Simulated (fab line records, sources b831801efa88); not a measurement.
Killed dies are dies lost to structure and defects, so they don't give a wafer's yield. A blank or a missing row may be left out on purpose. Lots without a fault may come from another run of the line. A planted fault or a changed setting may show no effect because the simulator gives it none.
Which tool did it? | flow sky130 | 6 lots, 18 wafers sampled, at 5 steps of a route of 708

WHAT THE GAUGES READ, wafer by wafer
SKY_VIA1_OVL_MEAS_13.
lot  | measured     | on         | VIA1_OVL (nm)
L524 | day 34 12:23 | overlay-02 | 0 -10 -10
L527 | day 36 05:12 | overlay-01 | -6 -1 0
L531 | day 37 15:05 | overlay-02 | -6 -5 -3
L539 | day 39 18:46 | overlay-01 | -13 -10 -3
L542 | day 40 20:26 | overlay-01 | -1 4 1
L545 | day 41 02:59 | overlay-01 | -1 6 3

WHICH TOOL RAN EACH LOT (tool, then ch and the chambers of the sampled wafers, then the start)
lot  | SKY_LDD_P_COAT_02                 | SKY_LDD_P_STRIP_10                   | SKY_SD_N_RTA_14                  | SKY_METAL1_SPUTTER_03
L524 | litho_track-03 ch 0, day 19 02:22 | plasma_asher-01 ch 0,1, day 19 17:47 | rtp_anneal-02 ch 0, day 28 13:50 | pvd_sputter-03, day 32 06:07
L527 | litho_track-02 ch 0, day 20 22:52 | plasma_asher-01 ch 0,1, day 21 14:56 | rtp_anneal-01 ch 0, day 30 08:47 | pvd_sputter-02, day 33 23:40
L531 | litho_track-01 ch 0, day 22 17:38 | plasma_asher-01 ch 0,1, day 23 09:12 | rtp_anneal-01 ch 0, day 31 19:08 | pvd_sputter-04, day 35 08:59
L539 | litho_track-03 ch 0, day 25 06:39 | plasma_asher-01 ch 0,1, day 25 21:18 | rtp_anneal-02 ch 0, day 34 03:20 | pvd_sputter-04, day 37 14:50
L542 | litho_track-02 ch 0, day 26 13:47 | plasma_asher-04 ch 0,1, day 27 03:43 | rtp_anneal-02 ch 0, day 35 07:00 | pvd_sputter-03, day 38 17:29
L545 | litho_track-01 ch 0, day 26 23:19 | plasma_asher-04 ch 0,1, day 27 14:11 | rtp_anneal-01 ch 0, day 35 14:17 | pvd_sputter-02, day 38 23:45
- SKY_LDD_P_COAT_02: resist thk 1140 nm.
- SKY_LDD_P_STRIP_10: strips in O2/N2.
- SKY_SD_N_RTA_14: time 2 s.
- SKY_METAL1_SPUTTER_03: material Ti, target thk 5 nm, time 3.3 s.

THE ANSWER, worked out from the rows above alone
Rule: what is usual is taken from the lots themselves. Put in order of their means at a reading, lots are off if they are a third of the lots or fewer, leave a main group of 4 or more, and stand apart from it by a gap of 3 or more times the standard deviation of the main group's means; of several such gaps the widest counts. A main group whose means are all the same, to the digits that the tables above print for the reading, isn't used. A lot without any number at a reading at which 4 lots or more have one is off too. The other lots that the step has rows for count as sound.
No lot is off at any reading shown: from this, nothing can be told.

WHAT THE SIMULATOR HAD PUT IN
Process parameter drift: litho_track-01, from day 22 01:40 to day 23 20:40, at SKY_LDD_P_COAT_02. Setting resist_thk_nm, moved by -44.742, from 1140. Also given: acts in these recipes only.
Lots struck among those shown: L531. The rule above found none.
